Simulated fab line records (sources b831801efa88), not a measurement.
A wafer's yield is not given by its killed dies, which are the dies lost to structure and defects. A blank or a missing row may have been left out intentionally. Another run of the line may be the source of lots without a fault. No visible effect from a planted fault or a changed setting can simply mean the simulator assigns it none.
fab line records    flow sky130
record: lots: 7  wafers: 21  last-day: 50
route steps=708 shown FIELD_ISO@19
lots with no fault: from the same line, run without faults
start-h: the number of hours between the record's first day and the start of the first shown wafer of the lot    wait-h: hours since the lot's step before    " identical to the entry in the row above    L1.1+2: a row that stands for several wafers    - no value, or no start was given    * or withheld: withheld    < > ~ a bound
route shown NAME@n: a module of which the file shows steps, and the number in the route of the first    usual: average and standard deviation across the fault-free wafers    same: alike in all rows    chamber/n: place in a boat    sites: readings site by site    _std_site: standard deviation across them    _edge_site: outer sites' mean less inner sites'    radius-mm: for every site, how far away it sits from the centre of the wafer    mask NAME#n: copy n    behind: the last tool/chamber to shape the wafer    hold: what put the lot on hold/how long, in hours/how the hold closed    device: the transistor (n, p or np) that didn't switch    end of line: at the end of the route, the tests of the same wafers    a step with no rows: only its recipe    killed: count of dies lost to structure and defects at first sort (not the wafer's yield)    map: a wafer's dies, x killed, . not, _ none there
set.NAME: the setting as run; set.NAME@STEP: as run at that earlier step    model.NAME: the simulator's own value behind a step, which no gauge read
a table for each step, a row for each wafer; lots at some steps of the route
services: from which hour (start-h, from the record's first day; less than 0 if before it) a tool's chamber was out of use, for how many hours, and why
== steps ==
step: SKY_FIELD_ISO_WET_ETCH_18
recipe: chemistry: H3PO4  target-depth-nm: 25  temp-c: 160  target: Si3N4  time-s: 286
step: SKY_FIELD_ISO_CLEAN_19
recipe: chemistry: SC1/SC2  mix: 1:4:20  temp-c: 70  time-s: 150
step: SKY_FIELD_ISO_CLEAN_20
recipe: chemistry: dHF  time-s: 20  dilution: 100:1
step: SKY_FIELD_ISO_WET_ETCH_21
recipe: chemistry: dHF  dilution: 100:1  target-depth-nm: 20  dry: ipa-marangoni  target: SiO2  temp-c: 25  time-s: 400
step: SKY_FIELD_ISO_OXIDATION_22
recipe: temp-c: 950  ambient: O2  stabilise-s: 600  purge-s: 300  target-thk-a: 100  ox-time-s: 623
step: SKY_FIELD_ISO_THK_MEAS_23
recipe: reads: SiO2_of_FIELD_ISO_OXIDATION_22
usual: FIELD_ISO_OXIDATION_01_THK: 10.03/0.21
lot.wafer  tool           chamber  start-h  wait-h  FIELD_ISO_OXIDATION_01_THK[nm]
L127.1     film-metro-03  -        35.23    0.0     10.16
L127.3     "              -        "        "       9.85
L127.6     "              -        "        "       9.98
L142.2     film-metro-01  -        115.70   0.0     10.19
L142.3     "              -        "        "       10.13
L142.6     "              -        "        "       10.17
L143.3     film-metro-03  -        124.06   0.0     9.98
L143.5     "              -        "        "       9.82
L143.6     "              -        "        "       10.11
L144.1     film-metro-01  -        124.56   0.0     10.22
L144.3     "              -        "        "       10.23
L144.5     "              -        "        "       10.22
L145.3     film-metro-01  -        132.04   0.0     10.06
L145.4     "              -        "        "       10.19
L145.5     "              -        "        "       10.09
L147.2     film-metro-02  -        139.42   0.0     9.94
L147.3     "              -        "        "       9.90
L147.5     "              -        "        "       9.84
L149.1     film-metro-01  -        150.96   0.0     9.73
L149.3     "              -        "        "       9.75
L149.4     "              -        "        "       9.76
step: SKY_FIELD_ISO_CVD_24
recipe: material: SiO2  target-thk-nm: 595  temp-c: 650  sigma-open-frac: 0.3  time-s: 99.2  sih4-flow-sccm: 60  pressure-mtorr: 6
step: SKY_FIELD_ISO_THK_MEAS_25
recipe: reads: SiO2_of_FIELD_ISO_CVD_24
usual: FIELD_ISO_CVD_24_THK: 592/6.5
lot.wafer  tool           chamber  start-h  wait-h  FIELD_ISO_CVD_24_THK[nm]
L127.1     film-metro-02  -        35.36    0.0     594
L127.3     "              -        "        "       599
L127.6     "              -        "        "       595
L142.2     film-metro-03  -        115.83   0.0     597
L142.3     "              -        "        "       604
L142.6     "              -        "        "       600
L143.3     film-metro-02  -        124.20   0.1     596
L143.5     "              -        "        "       596
L143.6     "              -        "        "       603
L144.1     film-metro-03  -        124.73   0.1     591
L144.3     "              -        "        "       586
L144.5     "              -        "        "       585
L145.3     film-metro-03  -        132.17   0.1     580
L145.4     "              -        "        "       586
L145.5     "              -        "        "       585
L147.2     film-metro-01  -        139.56   0.0     590
L147.3     "              -        "        "       591
L147.5     "              -        "        "       585
L149.1     film-metro-03  -        151.10   0.0     594
L149.3     "              -        "        "       589
L149.4     "              -        "        "       593
step: SKY_FIELD_ISO_ANNEAL_26
recipe: temp-c: 1000  time-s: 1800  ambient: N2
step: SKY_FIELD_ISO_CMP_27
recipe: stop-on: Si3N4  t-overpolish-s: 16  down-force-psi: 4  platen-rpm: 60  target-thk-nm: 457.8  pad-velocity-m-s: 0.94248
usual: motor-current-A: 11.3/1.6  overpolish-run-s: 16.000/0.009  time-to-endpoint-s: 110/3.9
lot.wafer  tool    chamber  start-h  wait-h  motor-current-A  overpolish-run-s  time-to-endpoint-s
L127.1     cmp-01  1        38.35    0.0     11.5             15.980            112
L127.3     "       2        "        "       13.2             16.000            114
L127.6     "       1        "        "       12.4             16.011            112
L142.2     cmp-01  1        117.38   0.0     12.4             16.011            114
L142.3     "       2        "        "       13.5             15.998            114
L142.6     "       1        "        "       12.2             15.996            119
L144.1     cmp-02  3        126.89   0.0     11.1             16.007            108
L144.3     "       0        "        "       8.7              16.004            105
L144.5     "       3        "        "       12.0             16.003            105
L143.3     cmp-01  1        126.99   0.1     12.0             15.991            107
L143.5     "       3        "        "       10.8             15.995            112
L143.6     "       0        "        "       9.4              15.995            111
L145.3     cmp-02  0        133.96   0.0     9.3              16.004            109
L145.4     "       3        "        "       11.2             16.004            109
L145.5     "       1        "        "       11.2             15.985            109
L147.2     cmp-02  0        141.16   0.1     9.3              16.016            109
L147.3     "       2        "        "       14.0             15.998            104
L147.5     "       0        "        "       9.0              16.000            102
L149.3     cmp-02  3        152.66   0.0     11.2             15.999            109
L149.1     "       0        "        "       9.2              16.006            109
L149.4     "       2        "        "       13.5             16.013            106
step: SKY_FIELD_ISO_WET_ETCH_28
recipe: chemistry: dHF  target-depth-nm: 23.7  target: SiO2  dilution: 10:1  temp-c: 25  time-s: 47
step: SKY_FIELD_ISO_WET_ETCH_29
recipe: chemistry: H3PO4  target-depth-nm: 160  target: Si3N4  temp-c: 160  time-s: 1825
step: SKY_FIELD_ISO_WET_ETCH_30
recipe: chemistry: dHF  target-depth-nm: 25  target: SiO2  dilution: 10:1  temp-c: 25  time-s: 50
usual: bath-heat-duty-pct: 6.6/0.7  run-length-s: 79/3.4
lot.wafer  tool          chamber  start-h  wait-h  bath-heat-duty-pct  run-length-s  model.SiO2_of_FIELD_ISO_CVD_24.thk-nm  model.SiO2_of_FIELD_ISO_OXIDATION_01.thk-nm
L127.1     wet-bench-02  2        39.18    0.0     5.9                 84            406.2                                  0
L127.3     "             2        "        "       6.2                 84            405.1                                  0
L127.6     "             2        "        "       6.0                 84            405.1                                  0
L142.2     wet-bench-03  0        118.22   0.0     -                   -             434.2                                  11.4
L142.3     "             0        "        "       -                   -             433.6                                  11.61
L142.6     "             0        "        "       -                   -             433.8                                  11.62
L143.3     wet-bench-04  0        127.78   0.0     -                   -             432.9                                  11.85
L143.5     "             0        "        "       -                   -             431.9                                  11.78
L143.6     "             0        "        "       -                   -             433.1                                  11.88
L144.1     wet-bench-04  2        127.78   0.0     -                   -             433.7                                  11.92
L144.3     "             2        "        "       -                   -             433.2                                  11.81
L144.5     "             2        "        "       -                   -             431.5                                  11.82
L145.3     wet-bench-04  3        134.84   0.0     5.0                 76            403.9                                  0
L145.4     "             3        "        "       5.2                 76            403.5                                  0
L145.5     "             3        "        "       6.2                 76            404.2                                  0
L147.2     wet-bench-03  2        141.94   0.0     7.2                 76            402.8                                  0
L147.3     "             2        "        "       7.0                 76            403                                    0
L147.5     "             2        "        "       7.1                 76            404.4                                  0
L149.1     wet-bench-04  0        153.54   0.0     6.7                 75            405.2                                  0
L149.3     "             0        "        "       6.0                 75            404.2                                  0
L149.4     "             0        "        "       7.1                 75            403.8                                  0
== services ==
tool          chamber  start-h  hours  kind
cmp-02        -        16.17    4.6    pm
cmp-01        -        22.44    0.5    repair
cmp-01        -        24.37    6.5    pm
cmp-02        -        62.97    5.8    repair
cmp-02        -        68.81    4.0    pm
cmp-02        -        72.81    -      consumable-replace:conditioner
cmp-02        -        72.81    -      consumable-replace:pad
cmp-02        -        101.40   2.7    repair
wet-bench-02  -        106.27   1.0    repair
cmp-02        -        141.55   2.2    repair
cmp-01        -        143.19   0.6    repair
== key ==
first-sign: step: SKY_FIELD_ISO_WET_ETCH_30  reading: tool-record  direction: missing
effect none on later readings
model-effect: step: SKY_FIELD_ISO_WET_ETCH_30  value: SiO2_of_FIELD_ISO_CVD_24.thk-nm  without: 405.7  struck: 433.1
met-at SKY_FIELD_ISO_WET_ETCH_30
struck-wafers L142.2,L142.3,L142.6,L143.3,L143.5,L143.6,L144.1,L144.3,L144.5
later-rows-left-out L142.2,L142.3,L142.6,L143.3,L143.5,L143.6,L144.1,L144.3,L144.5
sort-left-out L142.2,L142.3,L142.6,L143.3,L143.5,L143.6,L144.1,L144.3,L144.5
tester-left-out L142,L143,L144
fault: kind: skipped-step-whole  tool: wet-bench-03,wet-bench-04  chamber: -  onset-h: 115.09  steps: SKY_FIELD_ISO_WET_ETCH_30  scope: struck-lots-only
tester-left-out: of these lots the tester's yield and bins aren't shown, on N5 and GAA mostly nor the transistor test; their killed dies are dies lost to structure and defects alone, not to doping, threshold or leakage, so they don't give the yield
sort-left-out: the simulated sort isn't trusted on such a fault, so these wafers' sort isn't shown, and their yield isn't known
later-rows-left-out: the simulator's readings of these wafers behind a module that went badly wrong aren't trusted and aren't shown, but for the sort
